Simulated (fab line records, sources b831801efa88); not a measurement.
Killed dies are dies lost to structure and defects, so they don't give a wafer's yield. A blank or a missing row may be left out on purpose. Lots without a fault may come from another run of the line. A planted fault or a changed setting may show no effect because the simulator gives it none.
fab line records | flow sky130
record lots=11 wafers=33 last_day=50
route steps=708 shown VIA4@650 METAL5@667 PASSIVATION@684 PAD_OPEN@708
lots that met no fault: from a run of the same line without faults
start_h: hours from the record's first day to the start of the lot's first wafer shown | wait_h: hours since the lot's step before | " the same as in the row above | L1.1+2: a row that stands for several wafers | - no value, or no start given | * or withheld: withheld | < > ~ a bound
route shown NAME@n: a module of which the file shows steps, and the number in the route of the first | usual: mean/standard deviation of fault-free wafers | same: alike in all rows | chamber/n: place in a boat | sites: the reading at each site | _std_site: their standard deviation | _edge_site: outer sites' mean less inner sites' | radius_mm: how far each site lies from the wafer's centre | mask NAME#n: copy n | behind: the tool/chamber that last shaped the wafer | hold: why the lot was held/for how many hours/how that ended | device: the transistor (n, p or np) that didn't switch | end of line: the same wafers' tests at the end of the route | a step without rows: its recipe alone | killed: dies lost to structure and defects at the first sort, not the wafer's yield | map: a wafer's dies, x killed, . not, _ none there
set.NAME: the setting as run; set.NAME@STEP: as run at that earlier step | model.NAME: the simulator's own value behind a step, which no gauge read
steps of the route over a sample of lots; a table a step, a row a wafer
services: from which hour (start_h, from the record's first day; less than 0 if before it) a tool's chamber was out of use, for how many hours, and why
## steps
# step SKY_VIA4_OVL_MEAS_11
# usual VIA4_OVL=-0.9/1.4
# columns lot.wafer tool chamber start_h wait_h VIA4_OVL[nm]
L590.2 overlay-02 - 1004.79 0.1 0.7
L590.3 " - " " 2.5
L590.5 " - " " -1.0
L591.2 overlay-01 - 1015.52 0.1 -1.2
L591.5 " - " " -1.7
L591.6 " - " " -0.7
L592.1 overlay-02 - 1016.62 0.1 -1.1
L592.4 " - " " -0.3
L592.6 " - " " -1.1
L593.1 overlay-02 - 1028.22 0.1 -1.5
L593.4 " - " " -2.1
L593.6 " - " " -1.2
L594.2 overlay-01 - 1036.22 0.1 -1.4
L594.4 " - " " 0.6
L594.5 " - " " -0.2
L595.2 overlay-01 - 1042.49 0.1 -2.3
L595.3 " - " " -2.8
L595.5 " - " " -3.2
L599.1 overlay-02 - 1077.32 0.1 -3.1
L599.2 " - " " -3.2
L599.5 " - " " -1.7
L602.1 overlay-02 - 1086.88 0.1 -2.7
L602.2 " - " " -2.9
L602.3 " - " " -1.2
L603.1 overlay-02 - 1095.08 0.1 -0.6
L603.2 " - " " -1.0
L603.6 " - " " -0.3
L609.2 overlay-02 - 1120.89 0.1 -2.9
L609.3 " - " " 1.2
L609.4 " - " " -1.9
L612.2 overlay-02 - 1134.54 0.1 -0.7
L612.4 " - " " -1.4
L612.5 " - " " -0.9
# step SKY_METAL5_THK_MEAS_06
# recipe thk_meas_gauge=xrf reads=AlCu_of_METAL5_SPUTTER_02
# usual METAL5_ALCU_THK=1151/15
# columns lot.wafer tool chamber start_h wait_h METAL5_ALCU_THK[nm]
L590.2 film_metro-02 - 1006.47 0.1 1165
L590.3 " - " " 1160
L590.5 " - " " 1140
L591.2 film_metro-03 - 1017.21 0.1 1138
L591.5 " - " " 1135
L591.6 " - " " 1157
L592.1 film_metro-03 - 1018.30 0.1 1154
L592.4 " - " " 1144
L592.6 " - " " 1147
L593.1 film_metro-01 - 1029.90 0.1 1142
L593.4 " - " " 1134
L593.6 " - " " 1114
L594.2 film_metro-03 - 1038.00 0.1 1150
L594.4 " - " " 1158
L594.5 " - " " 1163
L595.2 film_metro-02 - 1044.26 0.1 1137
L595.3 " - " " 1143
L595.5 " - " " 1144
L599.1 film_metro-01 - 1079.22 0.1 1135
L599.2 " - " " 1140
L599.5 " - " " 1166
L602.1 film_metro-02 - 1088.99 0.1 1122
L602.2 " - " " 1099
L602.3 " - " " 1118
L603.1 film_metro-02 - 1096.81 0.1 1171
L603.2 " - " " 1165
L603.6 " - " " 1162
L609.2 film_metro-02 - 1122.59 0.1 1170
L609.3 " - " " 1156
L609.4 " - " " 1147
L612.2 film_metro-03 - 1136.22 0.1 1142
L612.4 " - " " 1159
L612.5 " - " " 1164
# step SKY_METAL5_METAL_ETCH_15
# recipe target_depth_a=12600 stop_on=SiO2 over_etch_frac=0.2 time_s=252 chemistry=Cl2/BCl3 resist_sidewall_deg=86 pressure_mtorr=10 icp_w=900 bias_w=48.5 Cl2_flow_sccm=60 bcl3_flow_sccm=30
# usual drypump_motor_current_A=5.88/0.27 oes_product_au=0.894/0.0054 rf_fwd_power_W=897.7/2.8 throttle_valve_pct=22.263/0.009
# columns lot.wafer tool chamber start_h wait_h drypump_motor_current_A oes_product_au rf_fwd_power_W rf_hours_counter_h throttle_valve_pct
L590.2 rie_metal-03 0 1029.03 0.1 5.96 0.891 891.1 - 22.257
L590.3 " 0 " " 5.96 0.892 894.9 - 22.267
L590.5 " 0 " " 5.97 0.895 892.5 - 22.239
L591.2 rie_metal-04 0 1039.41 0.0 5.78 0.900 898.8 16 22.255
L591.5 " 0 " " 5.76 0.902 896.9 - 22.262
L591.6 " 1 " " 5.67 0.886 897.5 - 22.271
L592.1 rie_metal-03 1 1040.55 0.0 5.62 0.894 898.2 0 22.260
L592.4 " 1 " " 5.61 0.888 899.3 - 22.271
L592.6 " 1 " " 5.62 0.901 898.1 - 22.263
L593.1 rie_metal-03 0 1051.90 0.0 5.97 0.898 897.1 3 22.263
L593.4 " 0 " " 5.97 0.896 899.8 - 22.260
L593.6 " 1 " " 5.62 0.891 901.6 - 22.247
L594.2 rie_metal-02 1 1059.85 0.0 6.08 0.884 899.4 10 22.265
L594.4 " 1 " " 6.09 0.896 900.8 - 22.259
L594.5 " 1 " " 6.09 0.897 899.5 - 22.267
L595.2 rie_metal-04 0 1065.66 0.0 5.79 0.899 897.0 17 22.259
L595.3 " 0 " " 5.81 0.896 898.1 - 22.269
L595.5 " 0 " " 5.83 0.887 895.2 - 22.264
L599.1 rie_metal-02 1 1098.61 0.0 6.06 0.890 899.0 12 22.272
L599.2 " 0 " " 6.50 0.902 900.8 18 22.251
L599.5 " 0 " " 6.54 0.890 898.6 - 22.256
L602.1 rie_metal-03 0 1109.31 0.0 5.99 0.886 901.3 7 22.268
L602.2 " 1 " " 5.61 0.821 897.5 5 22.266
L602.3 " 1 " " 5.62 0.802 898.6 - 22.258
L603.1 rie_metal-03 1 1115.41 0.0 5.62 0.810 906.7 6 22.277
L603.2 " 0 " " 5.99 0.883 895.6 8 22.246
L603.6 " 1 " " 5.62 0.805 899.5 - 22.265
L609.2 rie_metal-02 0 1142.11 0.0 6.50 0.892 898.2 22 22.273
L609.3 " 0 " " 6.49 0.897 897.1 - 22.259
L609.4 " 1 " " 6.08 0.890 896.0 - 22.263
L612.2 rie_metal-04 1 1154.50 0.0 5.63 0.900 894.7 19 22.268
L612.4 " 1 " " 5.62 0.889 896.4 - 22.264
L612.5 " 0 " " 5.80 0.891 901.1 - 22.266
# step SKY_METAL5_STRIP_16
# recipe chemistry=O2/N2 power_w=1400 pressure_mtorr=1500 platen_temp_c=withheld o2_flow_sccm=3000 n2_flow_sccm=300 overash_fraction=0.5
# usual drypump_motor_current_A=5.7/0.5 oes_product_au=0.710/0.0048 strip_time_to_endpoint_s=13.07/0.17
# columns lot.wafer tool chamber start_h wait_h drypump_motor_current_A oes_product_au rf_hours_counter_h strip_time_to_endpoint_s
L590.2 plasma_asher-01 0 1029.42 0.3 6.1 0.707 85 13.09
L590.3 " 0 " " 6.2 0.707 - 13.08
L590.5 " 0 " " 6.2 0.713 - 13.13
L591.2 plasma_asher-03 1 1039.65 0.2 5.3 0.714 121 12.91
L591.5 " 1 " " 5.3 0.705 - 12.79
L591.6 " 0 " " 5.8 0.703 - 13.01
L592.1 plasma_asher-03 0 1040.79 0.2 5.8 0.706 121 13.02
L592.4 " 0 " " 5.8 0.709 - 13.07
L592.6 " 0 " " 5.8 0.710 - 12.99
L593.1 plasma_asher-03 1 1052.14 0.2 5.3 0.703 122 13.13
L593.4 " 1 " " 5.3 0.708 - 13.19
L593.6 " 0 " " 5.8 0.710 - 13.03
L594.2 plasma_asher-01 0 1060.09 0.2 6.1 0.702 88 13.37
L594.4 " 1 " " 5.4 0.717 - 13.39
L594.5 " 0 " " 6.1 0.713 - 13.38
L595.2 plasma_asher-04 0 1065.90 0.2 6.5 0.719 32 12.86
L595.3 " 0 " " 6.5 0.713 - 12.87
L595.5 " 1 " " 4.7 0.705 - 12.89
L599.1 plasma_asher-01 0 1098.85 0.2 6.2 0.703 92 13.39
L599.2 " 1 " " 5.4 0.713 92 13.22
L599.5 " 1 " " 5.4 0.705 - 13.22
L602.1 plasma_asher-04 0 1109.55 0.2 6.5 0.711 37 13.11
L602.2 " 1 " " 4.7 0.714 37 15.58
L602.3 " 1 " " 4.7 0.704 - 15.63
L603.1 plasma_asher-03 1 1115.65 0.2 5.3 0.711 5 15.59
L603.2 " 0 " " 5.8 0.713 5 13.07
L603.6 " 1 " " 5.3 0.708 - 15.74
L609.2 plasma_asher-01 1 1142.43 0.2 5.5 0.702 96 13.13
L609.3 " 0 " " 6.1 0.712 - 13.12
L609.4 " 1 " " 5.5 0.701 - 13.44
L612.2 plasma_asher-03 0 1154.74 0.2 5.8 0.705 8 13.01
L612.4 " 0 " " 5.8 0.715 - 13.09
L612.5 " 1 " " 5.3 0.710 - 13.01
# step SKY_PASSIVATION_THK_MEAS_03
# recipe reads=Si3N4_of_PASSIVATION_CVD_02
# usual PASSIVATION_CVD_02_THK=542/7.5
# columns lot.wafer tool chamber start_h wait_h PASSIVATION_CVD_02_THK[nm]
L590.2 film_metro-03 - 1030.33 - 527
L590.3 " - " " 539
L590.5 " - " " 534
L591.2 film_metro-03 - 1040.55 - 542
L591.5 " - " " 541
L591.6 " - " " 545
L592.1 film_metro-04 - 1042.12 - 542
L592.4 " - " " 545
L592.6 " - " " 551
L593.1 film_metro-03 - 1053.13 - 533
L593.4 " - " " 538
L593.6 " - " " 543
L594.2 film_metro-04 - 1061.45 - 527
L594.4 " - " " 543
L594.5 " - " " 550
L595.2 film_metro-04 - 1066.95 - 536
L595.3 " - " " 549
L595.5 " - " " 550
L599.1 film_metro-03 - 1099.75 - 542
L599.2 " - " " 539
L599.5 " - " " 544
L602.1 film_metro-04 - 1110.46 - 544
L603.2 film_metro-03 - 1116.60 - 538
L609.2 film_metro-04 - 1143.34 - 536
L609.3 " - " " 542
L609.4 " - " " 546
L612.2 film_metro-04 - 1155.72 - 539
L612.4 " - " " 550
L612.5 " - " " 544
# step SKY_PAD_OPEN_PROBE_99
# usual defect_limited_yield=82.5/1.9 killed_at_M0_to_M3=43/6.4 killed_at_M4_up=2.9/1.7 killed_at_contacts=24/5 killed_at_front_end=15/4 killed_at_other=0.4/0.62 killed_dies=86/9.3 killed_on_rim=17/3.5 killed_open=47/6.8 killed_short=38/5.8 sort_bin_3_pad_short=0.9/0.42 sort_bin_5_function=10.3/1.5 sort_bin_6_memory=6.3/1.1 sort_n_pass=406/9.3 sort_yield_pct=82.5/1.9
# same gross_dies=492 killed_at_back_side=0 sort_bin_4_leakage[%]=0 sort_bin_8_speed[%]=0
# columns lot.wafer tool chamber start_h wait_h defect_limited_yield[%] killed_at_M0_to_M3 killed_at_M4_up killed_at_contacts killed_at_front_end killed_at_other killed_dies killed_on_rim killed_open killed_short sort_bin_3_pad_short[%] sort_bin_5_function[%] sort_bin_6_memory[%] sort_n_pass sort_yield_pct[%]
L590.2 prober-01 - 1076.14 0.1 85.2 31 4 22 16 0 73 13 37 36 0.4 8.9 5.5 419 85.2
L590.3 prober-01 - 1076.19 0.2 86.2 34 0 15 18 1 68 10 33 33 1.0 7.7 5.1 424 86.2
L590.5 prober-01 - 1076.29 0.2 81.5 45 0 30 16 0 91 21 54 37 0.4 10.4 7.7 401 81.5
L591.2 prober-02 - 1085.85 0.1 81.9 39 4 36 10 0 89 19 46 43 1.0 10.2 6.9 403 81.9
L591.5 prober-02 - 1086.00 0.2 85.4 42 1 19 10 0 72 14 39 32 1.2 6.7 6.7 420 85.4
L591.6 prober-02 - 1086.05 0.2 80.9 43 1 34 16 0 94 17 48 46 0.6 11.0 7.5 398 80.9
L592.1 prober-01 - 1087.75 0.1 85.0 39 3 20 12 0 74 14 38 36 0.2 9.1 5.7 418 85.0
L592.4 prober-01 - 1087.90 0.2 82.9 36 5 27 14 2 84 16 40 43 1.2 9.3 6.5 408 82.9
L592.6 prober-01 - 1088.00 0.2 81.9 40 4 22 22 1 89 21 60 29 0.8 12.4 4.9 403 81.9
L593.1 prober-02 - 1097.74 0.1 82.7 43 2 26 14 0 85 16 52 32 1.4 10.6 5.3 407 82.7
L593.4 prober-02 - 1097.89 0.2 83.1 44 2 26 9 2 83 18 47 36 1.2 10.2 5.5 409 83.1
L593.6 prober-02 - 1097.99 0.2 76.2 54 1 33 29 0 117 22 62 52 1.6 13.8 8.3 375 76.2
L594.2 prober-01 - 1104.74 0.1 78.3 56 2 28 20 1 107 19 57 49 1.0 12.4 8.3 385 78.3
L594.4 prober-01 - 1104.84 0.2 84.3 38 3 26 10 0 77 19 38 39 1.2 8.7 5.7 415 84.3
L594.5 prober-01 - 1104.89 0.2 85.4 39 1 14 18 0 72 15 38 34 0.8 7.7 6.1 420 85.4
L595.2 prober-02 - 1109.86 0.1 82.7 45 2 25 13 0 85 21 42 43 1.6 10.8 4.9 407 82.7
L595.3 prober-02 - 1109.91 0.2 86.8 29 4 16 16 0 65 8 33 31 0.4 7.5 5.3 427 86.8
L595.5 prober-02 - 1110.01 0.2 81.1 45 4 23 21 0 93 16 44 48 1.2 11.8 5.9 399 81.1
L599.1 prober-02 - 1140.70 0.1 81.1 50 2 26 15 0 93 16 52 37 0.6 11.8 6.5 399 81.1
L599.2 prober-02 - 1140.75 0.1 83.5 39 7 20 14 1 81 16 50 30 0.8 8.5 7.1 411 83.5
L599.5 prober-02 - 1140.90 0.2 83.1 42 4 23 14 0 83 20 45 38 0.8 8.9 7.1 409 83.1
L602.1 prober-02 - 1150.34 0.1 81.7 50 1 21 18 0 90 23 45 45 1.4 9.3 7.5 402 81.7
L602.2 prober-02 - 1150.39 0.1 0 41 420 20 10 1 492 96 39 35 1.0 93.9 5.1 0 0
L602.3 prober-02 - 1150.44 0.2 0 47 399 22 24 0 492 96 55 40 0.4 91.7 7.9 0 0
L603.1 prober-01 - 1155.81 0.1 0 42 413 24 13 0 492 96 45 35 1.0 94.3 4.7 0 0
L603.2 prober-01 - 1155.86 0.1 82.5 53 4 20 9 0 86 26 53 33 0.6 10.6 6.3 406 82.5
L603.6 prober-01 - 1156.06 0.2 0 38 411 27 16 0 492 96 43 41 1.2 91.9 6.9 0 0
L609.2 prober-01 - 1180.45 0.1 80.7 48 3 27 17 0 95 18 47 46 1.0 12.2 6.1 397 80.7
L609.3 prober-01 - 1180.50 0.2 81.1 47 2 27 16 1 93 14 59 34 0.6 10.6 7.7 399 81.1
L609.4 prober-01 - 1180.55 0.2 77.8 53 1 34 21 0 109 19 67 39 0.8 13.6 7.7 383 77.8
L612.2 prober-02 - 1191.41 0.1 81.3 48 4 25 14 1 92 18 57 35 0.4 11.6 6.7 400 81.3
L612.4 prober-02 - 1191.51 0.2 84.1 33 0 23 22 0 78 11 38 38 1.4 8.9 5.5 414 84.1
L612.5 prober-02 - 1191.56 0.2 79.1 53 4 30 15 1 103 27 49 54 0.8 12.4 7.7 389 79.1
# killed by level:class
L590.2 VIA1:geometric_particle:open=8 CONTACT:geometric_particle:open=7 LOCAL_INTERCONNECT:geometric_particle:short=5 POLY_GATE:geometric_particle:short=4 POLY_GATE:geometric_particle:open=4 LI_CONTACT:geometric_particle:open=4 VIA1:geometric_particle:short=4 METAL2:geometric_particle:short=4
L590.3 VIA3:geometric_particle:short=7 CONTACT:geometric_particle:open=6 VIA3:geometric_particle:open=6 FIELD_ISO:geometric_particle:short=5 POLY_GATE:geometric_particle:open=5 VIA1:geometric_particle:open=5 VIA2:geometric_particle:open=5 VIA1:geometric_particle:short=4
L590.5 VIA1:geometric_particle:open=14 CONTACT:geometric_particle:open=10 LI_CONTACT:geometric_particle:open=8 VIA2:geometric_particle:open=7 FIELD_ISO:geometric_particle:short=6 CONTACT:geometric_particle:short=6 VIA1:geometric_particle:short=6 POLY_GATE:geometric_particle:open=4
L591.2 CONTACT:geometric_particle:open=12 LOCAL_INTERCONNECT:geometric_particle:short=8 VIA1:geometric_particle:open=8 CONTACT:geometric_particle:short=6 VIA3:geometric_particle:open=6 VIA3:geometric_particle:short=6 VIA2:geometric_particle:open=5 LOCAL_INTERCONNECT:geometric_particle:open=4
L591.5 VIA1:geometric_particle:open=10 VIA3:geometric_particle:open=6 LI_CONTACT:geometric_particle:open=5 LOCAL_INTERCONNECT:geometric_particle:short=5 VIA2:geometric_particle:open=5 METAL1:geometric_particle:short=4 METAL3:geometric_particle:short=3 CONTACT:geometric_particle:short=3
L591.6 LI_CONTACT:geometric_particle:open=13 CONTACT:geometric_particle:open=12 VIA1:geometric_particle:short=10 VIA1:geometric_particle:open=8 METAL2:geometric_particle:short=8 FIELD_ISO:geometric_particle:short=5 LOCAL_INTERCONNECT:geometric_particle:short=4 FIELD_ISO:geometric_particle:open=3
L592.1 VIA1:geometric_particle:open=10 CONTACT:geometric_particle:open=9 METAL2:geometric_particle:short=7 METAL1:geometric_particle:short=6 VIA3:geometric_particle:open=5 LI_CONTACT:geometric_particle:open=5 LI_CONTACT:geometric_particle:short=4 FIELD_ISO:geometric_particle:short=3
L592.4 LI_CONTACT:geometric_particle:open=11 CONTACT:geometric_particle:open=7 VIA2:geometric_particle:open=6 POLY_GATE:geometric_particle:short=5 VIA3:geometric_particle:short=5 METAL2:geometric_particle:short=4 METAL1:geometric_particle:short=4 VIA2:geometric_particle:short=4
L592.6 CONTACT:geometric_particle:open=10 VIA1:geometric_particle:open=9 FIELD_ISO:geometric_particle:open=8 VIA2:geometric_particle:open=6 LI_CONTACT:geometric_particle:open=5 VIA1:geometric_particle:short=5 VIA3:geometric_particle:open=5 METAL3:geometric_particle:open=4
L593.1 CONTACT:geometric_particle:open=13 VIA1:geometric_particle:open=10 FIELD_ISO:geometric_particle:open=7 LI_CONTACT:geometric_particle:open=6 METAL1:geometric_particle:short=6 METAL2:geometric_particle:short=6 VIA3:geometric_particle:open=6 CONTACT:geometric_particle:short=5
L593.4 CONTACT:geometric_particle:open=8 VIA1:geometric_particle:open=8 LOCAL_INTERCONNECT:geometric_particle:short=6 VIA3:geometric_particle:open=6 VIA2:geometric_particle:open=6 LI_CONTACT:geometric_particle:open=5 CONTACT:geometric_particle:short=5 POLY_GATE:geometric_particle:open=4
L593.6 VIA1:geometric_particle:open=13 CONTACT:geometric_particle:open=11 LOCAL_INTERCONNECT:geometric_particle:short=9 VIA3:geometric_particle:open=9 LI_CONTACT:geometric_particle:open=8 FIELD_ISO:geometric_particle:short=7 POLY_GATE:geometric_particle:open=7 METAL2:geometric_particle:short=6
L594.2 VIA1:geometric_particle:open=13 LI_CONTACT:geometric_particle:open=9 VIA2:geometric_particle:open=9 VIA3:geometric_particle:open=8 VIA1:geometric_particle:short=7 FIELD_ISO:geometric_particle:short=6 METAL1:geometric_particle:short=6 POLY_GATE:geometric_particle:short=5
L594.4 CONTACT:geometric_particle:open=10 VIA2:geometric_particle:open=7 CONTACT:geometric_particle:short=6 VIA1:geometric_particle:open=6 METAL3:geometric_particle:short=5 LI_CONTACT:geometric_particle:open=4 LOCAL_INTERCONNECT:geometric_particle:short=4 VIA2:geometric_particle:short=4
L594.5 VIA1:geometric_particle:open=13 FIELD_ISO:geometric_particle:short=7 METAL2:geometric_particle:short=6 VIA2:geometric_particle:open=6 CONTACT:geometric_particle:short=5 CONTACT:geometric_particle:open=5 VIA3:geometric_particle:open=4 POLY_GATE:geometric_particle:short=3
L595.2 METAL2:geometric_particle:short=11 CONTACT:geometric_particle:open=10 VIA1:geometric_particle:open=9 LOCAL_INTERCONNECT:geometric_particle:short=6 FIELD_ISO:geometric_particle:short=5 POLY_GATE:geometric_particle:open=5 VIA2:geometric_particle:open=5 LI_CONTACT:geometric_particle:open=4
L595.3 VIA3:geometric_particle:open=9 CONTACT:geometric_particle:open=7 VIA1:geometric_particle:open=7 FIELD_ISO:geometric_particle:open=4 METAL2:geometric_particle:short=4 METAL3:geometric_particle:short=4 FIELD_ISO:geometric_particle:short=3 LI_CONTACT:geometric_particle:short=3
L595.5 VIA2:geometric_particle:open=8 METAL2:geometric_particle:short=8 VIA1:geometric_particle:open=8 LI_CONTACT:geometric_particle:open=6 CONTACT:geometric_particle:open=6 FIELD_ISO:geometric_particle:short=5 VIA3:geometric_particle:open=5 LOCAL_INTERCONNECT:geometric_particle:short=5
L599.1 VIA1:geometric_particle:open=15 CONTACT:geometric_particle:open=13 VIA1:geometric_particle:short=8 VIA3:geometric_particle:open=6 METAL2:geometric_particle:short=6 LOCAL_INTERCONNECT:geometric_particle:short=5 VIA2:geometric_particle:open=5 FIELD_ISO:geometric_particle:short=4
L599.2 CONTACT:geometric_particle:open=11 VIA2:geometric_particle:open=10 VIA1:geometric_particle:open=9 VIA1:geometric_particle:short=7 FIELD_ISO:geometric_particle:open=6 METAL4:geometric_particle:short=6 CONTACT:geometric_particle:short=4 VIA3:geometric_particle:open=4
L599.5 VIA1:geometric_particle:open=13 CONTACT:geometric_particle:open=9 VIA1:geometric_particle:short=7 FIELD_ISO:geometric_particle:short=5 LI_CONTACT:geometric_particle:open=4 LOCAL_INTERCONNECT:geometric_particle:open=4 FIELD_ISO:geometric_particle:open=3 SPACER:geometric_particle:short=3
L602.1 VIA1:geometric_particle:open=15 FIELD_ISO:geometric_particle:short=8 VIA2:geometric_particle:open=8 VIA3:geometric_particle:short=6 CONTACT:geometric_particle:open=6 CONTACT:geometric_particle:short=5 METAL1:geometric_particle:short=5 FIELD_ISO:geometric_particle:open=4
L602.2 METAL5:area_etch=418 VIA2:geometric_particle:open=8 VIA1:geometric_particle:open=7 CONTACT:geometric_particle:open=6 LI_CONTACT:geometric_particle:open=5 CONTACT:geometric_particle:short=5 VIA1:geometric_particle:short=5 VIA3:geometric_particle:open=4
L602.3 METAL5:area_etch=396 VIA1:geometric_particle:open=15 LI_CONTACT:geometric_particle:open=7 VIA2:geometric_particle:open=7 FIELD_ISO:geometric_particle:short=6 FIELD_ISO:geometric_particle:open=6 POLY_GATE:geometric_particle:open=6 CONTACT:geometric_particle:short=6
L603.1 METAL5:area_etch=412 VIA2:geometric_particle:open=10 CONTACT:geometric_particle:open=9 METAL1:geometric_particle:short=7 VIA1:geometric_particle:open=7 METAL3:geometric_particle:short=7 VIA3:geometric_particle:open=6 LI_CONTACT:geometric_particle:open=5
L603.2 VIA1:geometric_particle:open=13 VIA3:geometric_particle:open=10 CONTACT:geometric_particle:open=10 METAL2:geometric_particle:short=8 VIA2:geometric_particle:open=7 VIA3:geometric_particle:short=5 POLY_GATE:geometric_particle:open=3 LI_CONTACT:geometric_particle:open=3
L603.6 METAL5:area_etch=408 CONTACT:geometric_particle:open=10 LI_CONTACT:geometric_particle:open=7 FIELD_ISO:geometric_particle:open=6 VIA1:geometric_particle:short=6 VIA2:geometric_particle:open=5 CONTACT:geometric_particle:short=5 VIA1:geometric_particle:open=5
L609.2 VIA1:geometric_particle:open=17 VIA1:geometric_particle:short=10 LI_CONTACT:geometric_particle:open=9 FIELD_ISO:geometric_particle:short=7 CONTACT:geometric_particle:open=6 METAL1:geometric_particle:short=5 METAL3:geometric_particle:short=4 LOCAL_INTERCONNECT:geometric_particle:short=4
L609.3 VIA1:geometric_particle:open=16 CONTACT:geometric_particle:open=11 LI_CONTACT:geometric_particle:open=10 FIELD_ISO:geometric_particle:short=7 VIA2:geometric_particle:open=7 VIA1:geometric_particle:short=5 VIA3:geometric_particle:open=5 METAL1:geometric_particle:short=4
L609.4 VIA1:geometric_particle:open=16 LI_CONTACT:geometric_particle:open=14 VIA2:geometric_particle:open=9 VIA3:geometric_particle:open=9 CONTACT:geometric_particle:open=7 FIELD_ISO:geometric_particle:short=6 METAL2:geometric_particle:short=6 FIELD_ISO:geometric_particle:open=5
L612.2 CONTACT:geometric_particle:open=14 VIA1:geometric_particle:open=13 VIA2:geometric_particle:open=8 VIA2:geometric_particle:short=6 LI_CONTACT:geometric_particle:open=6 VIA3:geometric_particle:open=5 POLY_GATE:geometric_particle:short=4 METAL1:geometric_particle:short=4
L612.4 VIA1:geometric_particle:open=10 CONTACT:geometric_particle:open=9 POLY_GATE:geometric_particle:short=6 METAL1:geometric_particle:short=6 VIA1:geometric_particle:short=5 CONTACT:geometric_particle:short=5 FIELD_ISO:geometric_particle:short=4 POLY_GATE:geometric_particle:open=4
L612.5 VIA1:geometric_particle:open=15 METAL1:geometric_particle:short=8 VIA2:geometric_particle:open=8 LI_CONTACT:geometric_particle:open=7 LOCAL_INTERCONNECT:geometric_particle:short=7 CONTACT:geometric_particle:open=7 VIA2:geometric_particle:short=7 LI_CONTACT:geometric_particle:short=6
## services
# columns tool chamber start_h hours kind
rie_metal-03 1 1021.45 - clean
rie_metal-03 1 1021.45 15.0 scheduled_down
rie_metal-03 1 1021.45 15.0 vent_cycle
rie_metal-03 - 1045.46 4.3 pm
rie_metal-02 - 1045.51 2.8 pm
rie_metal-04 - 1048.26 15.6 pm
rie_metal-02 - 1051.73 2.5 repair
plasma_asher-03 - 1055.25 9.0 pm
plasma_asher-03 0 1055.25 9.0 vent_cycle
plasma_asher-03 1 1055.25 9.0 vent_cycle
plasma_asher-03 0 1064.25 - clean
plasma_asher-03 1 1064.25 - clean
plasma_asher-03 - 1113.02 2.0 repair
## key
first_sign step=SKY_METAL5_METAL_ETCH_15 reading=oes_product_au direction=down sigmas=16 usual=0.894 struck=0.809
effect step=SKY_METAL5_STRIP_16 reading=strip_time_to_endpoint_s direction=up sigmas=15 usual=* struck=*
effect step=SKY_PAD_OPEN_PROBE_99 reading=killed_at_M4_up direction=up sigmas=99+ usual=2.9 struck=410.8
more_kills_born_at SKY_METAL5_METAL_ETCH_15@rie_metal-03=1634
met_at SKY_METAL5_METAL_ETCH_15
struck_lots L602,L603
struck_wafers L602.2,L602.3,L603.1,L603.6
later_rows_left_out L602.2,L602.3,L603.1,L603.6
not_acting_at SKY_VIA4_OVL_MEAS_11,SKY_METAL5_THK_MEAS_06,SKY_PASSIVATION_THK_MEAS_03
onset_between 1051.90 1109.31
fault kind=process_parameter_drift tool=rie_metal-03 chamber=1 onset_h=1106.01 steps=SKY_METAL5_METAL_ETCH_15 channel=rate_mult offset=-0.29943 shape=step end_h=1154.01
# later_rows_left_out: the simulator's readings of these wafers behind a module that went badly wrong aren't trusted and aren't shown, but for the sort
